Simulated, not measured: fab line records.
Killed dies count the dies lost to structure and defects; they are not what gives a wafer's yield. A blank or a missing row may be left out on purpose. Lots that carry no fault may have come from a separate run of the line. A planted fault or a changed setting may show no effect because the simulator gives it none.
What tool caused it?	flow sky130	12 lots (36 wafers sampled), 1 step of a 708-step route

## WHAT THE GAUGES SHOWED, per wafer
SKY_METAL1_CD_MEAS_15 targets a cd of 140 nm.
lot	measured	on	cd nm (nm)
L075	day 33 01:13	cd sem-02	140.0 141.9 140.8
L077	day 33 22:08	cd sem-02	141.6 141.9 141.1
L079	day 34 11:59	cd sem-02	140.3 139.2 139.4
L081	day 35 09:32	cd sem-01	138.7 140.2 139.7
L083	day 35 17:43	cd sem-01	139.6 140.2 140.5
L085	day 37 00:43	cd sem-02	141.4 140.9 140.2
L087	day 37 07:07	cd sem-01	141.8 142.3 142.3
L091	day 38 12:26	cd sem-01	139.9 139.1 138.9
L088	day 38 16:35	cd sem-02	137.9 138.3 138.4
L093	day 38 22:13	cd sem-02	140.6 140.3 139.3
L095	day 39 08:31	cd sem-01	138.7 140.2 139.3
L097	day 40 00:52	cd sem-02	140.0 141.3 139.3

## TOOL THAT RAN EACH LOT (tool first, then ch and the chambers of the sampled wafers, then the start)
No process step before these readings appears in the record.

## THE ANSWER, worked out from the rows above alone
Rule: the lots themselves supply what counts as usual. The widest of any qualifying gaps counts: lots, ordered by their means at a reading, are off when they make up no more than a third of the lots, leave a main group of 4 or more, and stand apart from it by 3 or more times the standard deviation of that group's means. The tables above print the reading to a certain number of digits; a main group whose means all agree to those digits is not used. Also off: a lot with no number at a reading for which 4 or more lots have one. The other lots that the step has rows for count as sound.
None of the lots is off at any reading shown; this tells nothing.

## WHAT HAD BEEN PUT IN BY THE SIMULATOR
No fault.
